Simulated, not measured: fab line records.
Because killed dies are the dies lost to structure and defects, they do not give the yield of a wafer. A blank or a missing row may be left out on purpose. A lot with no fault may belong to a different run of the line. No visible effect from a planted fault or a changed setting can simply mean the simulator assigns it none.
Which tool is to blame? | flow gf180mcu | Sampling: 13 lots, 39 wafers, 4 of 602 route steps

WHAT THE GAUGES SHOWED, per wafer
GF_TOP_METAL_THK_MEAS_06: measures by xrf. Usual: TOP_METAL_ALCU_THK 895 nm, standard deviation 9.2.
lot  | measured     | on           | TOP_METAL_ALCU_THK (nm) | flag
L153 | day 27 03:38 | filmMetro-02 | 916 914 916             | 
L154 | day 28 05:03 | filmMetro-01 | 892 888 890             | 
L157 | day 29 08:26 | filmMetro-02 | 883 892 883             | 
L159 | day 29 16:54 | filmMetro-03 | 893 880 894             | 
L158 | day 29 23:59 | filmMetro-01 | 896 898 900             | 
L160 | day 30 03:56 | filmMetro-02 | 901 899 894             | 
L165 | day 31 08:16 | filmMetro-02 | 901 896 892             | 
L166 | day 31 21:46 | filmMetro-01 | 887 889 893             | 
L167 | day 32 01:28 | filmMetro-02 | 898 895 897             | 
L172 | day 33 05:03 | filmMetro-03 | 891 885 887             | 
L173 | day 33 13:09 | filmMetro-02 | 891 892 900             | 
L174 | day 33 19:18 | filmMetro-02 | 908 891 916             | 
L175 | day 33 19:58 | filmMetro-03 | 906 899 893             | 

WHICH TOOL RAN EACH LOT (tool, then ch and the chambers of the sampled wafers, then the start)
lot  | GF_MIM_METAL_ETCH_19             | GF_TOP_METAL_SPUTTER_03     | GF_TOP_METAL_SPUTTER_04
L153 | rieMetal-01 ch 0,1, day 25 17:23 | pvdSputter-03, day 27 03:26 | pvdSputter-03, day 27 03:28
L154 | rieMetal-01 ch 0,1, day 26 09:05 | pvdSputter-02, day 28 04:52 | pvdSputter-02, day 28 04:53
L157 | rieMetal-01 ch 0, day 27 13:05   | pvdSputter-02, day 29 08:17 | pvdSputter-02, day 29 08:17
L159 | rieMetal-01 ch 0,1, day 27 21:29 | pvdSputter-02, day 29 16:44 | pvdSputter-02, day 29 16:45
L158 | rieMetal-01 ch 0,1, day 28 06:23 | pvdSputter-01, day 29 23:49 | pvdSputter-01, day 29 23:50
L160 | rieMetal-01 ch 0,1, day 28 10:05 | pvdSputter-01, day 30 03:46 | pvdSputter-01, day 30 03:47
L165 | rieMetal-03 ch 0,1, day 29 15:19 | pvdSputter-02, day 31 08:06 | pvdSputter-02, day 31 08:07
L166 | rieMetal-04 ch 1, day 30 05:53   | pvdSputter-02, day 31 21:35 | pvdSputter-02, day 31 21:36
L167 | rieMetal-04 ch 1, day 30 09:02   | pvdSputter-03, day 32 01:17 | pvdSputter-03, day 32 01:18
L172 | rieMetal-03 ch 0,1, day 31 16:29 | pvdSputter-03, day 33 04:52 | pvdSputter-03, day 33 04:53
L173 | rieMetal-01 ch 0,1, day 31 23:35 | pvdSputter-01, day 33 12:59 | pvdSputter-01, day 33 13:00
L174 | rieMetal-01 ch 0,1, day 32 06:41 | pvdSputter-03, day 33 19:07 | pvdSputter-03, day 33 19:08
L175 | rieMetal-04 ch 0,1, day 32 07:07 | pvdSputter-02, day 33 19:46 | pvdSputter-02, day 33 19:47
- GF_MIM_METAL_ETCH_19: etches the open film in Cl2/BCl3, stops on Si3N4, target depth 324.5 nm, time 54.1 s.
- GF_TOP_METAL_SPUTTER_03: material Ti, target thk 5 nm, time 3.3 s.
- GF_TOP_METAL_SPUTTER_04: material TiN, target thk 25 nm, time 20.8 s.

WHAT THE TOOLS THEMSELVES READ (means of the sampled wafers that have a number; where no wafer has one, the mark that the record gives instead)
GF_MIM_METAL_ETCH_19. Usual: drypumpMotorCurrentA 6.1 A, standard deviation 0.51; oesProductAu 0.941 a.u., standard deviation 0.0055; throttleValvePct 28.283 %, standard deviation 0.0092.
lot  | tool        | drypumpMotorCurrentA (A) | oesProductAu (a.u.) | throttleValvePct (%) | flag
L153 | rieMetal-01 | 6.2                      | 0.937               | 28.286               | 
L154 | rieMetal-01 | 6.2                      | 0.939               | 28.287               | 
L157 | rieMetal-01 | 6.6                      | 0.938               | 28.283               | 
L159 | rieMetal-01 | 6.2                      | 0.942               | 28.277               | 
L158 | rieMetal-01 | 6.2                      | 0.941               | 28.285               | 
L160 | rieMetal-01 | 5.8                      | 0.941               | 28.287               | 
L165 | rieMetal-03 | 5.9                      | 0.944               | 28.281               | 
L166 | rieMetal-04 | 6.7                      | 0.947               | 28.286               | 
L167 | rieMetal-04 | 6.7                      | 0.946               | 28.286               | 
L172 | rieMetal-03 | 5.9                      | 0.945               | 28.271               | 
L173 | rieMetal-01 | 5.8                      | 0.943               | 28.287               | 
L174 | rieMetal-01 | 5.8                      | 0.940               | 28.283               | 
L175 | rieMetal-04 | 6.0                      | 0.941               | 28.294               | 

GF_TOP_METAL_SPUTTER_03. Usual: 30.0 % for throttleValvePct, sd 1.1.
lot  | tool          | throttleValvePct (%) | flag
L153 | pvdSputter-03 | 30.2                 | 
L154 | pvdSputter-02 | 29.7                 | 
L157 | pvdSputter-02 | 30.6                 | 
L159 | pvdSputter-02 | 28.7                 | 
L158 | pvdSputter-01 | 30.7                 | 
L160 | pvdSputter-01 | 30.7                 | 
L165 | pvdSputter-02 | 30.3                 | 
L166 | pvdSputter-02 | 29.8                 | 
L167 | pvdSputter-03 | 30.3                 | 
L172 | pvdSputter-03 | 29.7                 | 
L173 | pvdSputter-01 | 30.5                 | 
L174 | pvdSputter-03 | 29.7                 | 
L175 | pvdSputter-02 | 28.8                 | 

GF_TOP_METAL_SPUTTER_04. Usual: 30.0 % for throttleValvePct, sd 1.1.
lot  | tool          | throttleValvePct (%) | flag
L153 | pvdSputter-03 | 30.3                 | 
L154 | pvdSputter-02 | 29.5                 | 
L157 | pvdSputter-02 | 30.6                 | 
L159 | pvdSputter-02 | 28.7                 | 
L158 | pvdSputter-01 | 30.5                 | 
L160 | pvdSputter-01 | 30.5                 | 
L165 | pvdSputter-02 | 30.5                 | 
L166 | pvdSputter-02 | 29.9                 | 
L167 | pvdSputter-03 | 30.4                 | 
L172 | pvdSputter-03 | 29.7                 | 
L173 | pvdSputter-01 | 30.7                 | 
L174 | pvdSputter-03 | 29.8                 | 
L175 | pvdSputter-02 | 28.8                 | 

THE ANSWER, worked out from the rows above alone
Rule: a lot counts as off when the mean over its wafers that have a number is more than 3 standard deviations away from the usual mean. Also off: a lot with no number at a reading for which 4 or more lots have one. Any other lot the step has rows for is counted as sound. After the gauges, taken in route order, come the tools' own readings; for these a lot's mean is taken, as printed above. The first step at which some lot is off is used, and at that step the reading that is off furthest; a lot without a number counts as furthest.
No lot is off at any reading shown: from this, nothing can be told.

WHAT THE SIMULATOR HAD PUT IN
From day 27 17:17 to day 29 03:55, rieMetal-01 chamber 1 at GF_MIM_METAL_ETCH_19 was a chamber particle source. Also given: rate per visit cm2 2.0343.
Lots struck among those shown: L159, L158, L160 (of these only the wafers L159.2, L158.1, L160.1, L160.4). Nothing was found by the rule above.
